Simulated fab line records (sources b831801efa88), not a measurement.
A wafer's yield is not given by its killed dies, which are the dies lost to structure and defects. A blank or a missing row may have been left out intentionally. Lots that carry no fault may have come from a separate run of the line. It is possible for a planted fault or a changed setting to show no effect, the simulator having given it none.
Which tool was responsible? / flow sky130 / 11 lots, 33 wafers sampled, at 2 steps of a route of 708

## WHAT EACH GAUGE READ, for each wafer
SKY_SD_N_RS_MEAS_16: uses a four-point probe to measure.
lot=L548; measured=day 28 01:43; on=film-metro-04; SD_N_RS (ohm/sq)=68.49 68.48 68.40
lot=L550; measured=day 28 18:01; on=film-metro-04; SD_N_RS (ohm/sq)=68.53 68.34 68.35
lot=L551; measured=day 29 06:48; on=film-metro-01; SD_N_RS (ohm/sq)=68.72 68.81 68.68
lot=L552; measured=day 29 18:02; on=film-metro-04; SD_N_RS (ohm/sq)=68.72 68.64 68.72
lot=L554; measured=day 30 07:34; on=film-metro-01; SD_N_RS (ohm/sq)=68.79 68.84 68.75
lot=L555; measured=day 30 18:20; on=film-metro-03; SD_N_RS (ohm/sq)=68.49 68.48 68.07
lot=L559; measured=day 32 01:13; on=film-metro-04; SD_N_RS (ohm/sq)=72.20 72.45 72.36
lot=L561; measured=day 32 15:31; on=film-metro-03; SD_N_RS (ohm/sq)=72.11 72.05 72.13
lot=L568; measured=day 34 16:36; on=film-metro-01; SD_N_RS (ohm/sq)=68.85 68.73 68.73
lot=L569; measured=day 35 04:54; on=film-metro-01; SD_N_RS (ohm/sq)=68.73 68.55 68.64
lot=L570; measured=day 35 10:04; on=film-metro-04; SD_N_RS (ohm/sq)=68.66 68.60 68.53

## WHAT TOOL EACH LOT RAN ON (gives the tool, then ch and the chambers of the sampled wafers, and finally the start)
lot=L548; SKY_SD_N_RTA_14=rtp-anneal-01 ch 0, day 28 01:31
lot=L550; SKY_SD_N_RTA_14=rtp-anneal-01 ch 0, day 28 17:49
lot=L551; SKY_SD_N_RTA_14=rtp-anneal-02 ch 0, day 29 06:38
lot=L552; SKY_SD_N_RTA_14=rtp-anneal-01 ch 0, day 29 17:51
lot=L554; SKY_SD_N_RTA_14=rtp-anneal-01 ch 0, day 30 07:23
lot=L555; SKY_SD_N_RTA_14=rtp-anneal-02 ch 0, day 30 18:08
lot=L559; SKY_SD_N_RTA_14=rtp-anneal-02 ch 0, day 32 01:02
lot=L561; SKY_SD_N_RTA_14=rtp-anneal-02 ch 0, day 32 15:21
lot=L568; SKY_SD_N_RTA_14=rtp-anneal-01 ch 0, day 34 16:25
lot=L569; SKY_SD_N_RTA_14=rtp-anneal-02 ch 0, day 35 04:44
lot=L570; SKY_SD_N_RTA_14=rtp-anneal-01 ch 0, day 35 09:53
- SKY_SD_N_RTA_14: time 2 s.

## THE ANSWER, worked out from the rows above alone
Rule: what is usual is taken from the lots themselves. Put in order of their means at a reading, lots are off if they are a third of the lots or fewer, leave a main group of 4 or more, and stand apart from it by a gap of 3 or more times the standard deviation of the main group's means; of several such gaps the widest counts. A main group is skipped when, at the precision printed for the reading in the tables above, its means are all equal. A lot without any number at a reading at which 4 lots or more have one is off too. Where the step has rows for the other lots, those lots are counted as sound.
Off: L559, L561, at SKY_SD_N_RS_MEAS_16 (SD_N_RS). Mean 68.60 ohm/sq and standard deviation 0.16 in the main group.
If a tool, at a process step before that reading, ran all the lots that are off and no sound lot after the first of them, it fits. Gauges at SKY_SD_N_RS_MEAS_16: tried the same way as those tools. None of those tried fits.

## WHAT HAD BEEN PUT IN BY THE SIMULATOR
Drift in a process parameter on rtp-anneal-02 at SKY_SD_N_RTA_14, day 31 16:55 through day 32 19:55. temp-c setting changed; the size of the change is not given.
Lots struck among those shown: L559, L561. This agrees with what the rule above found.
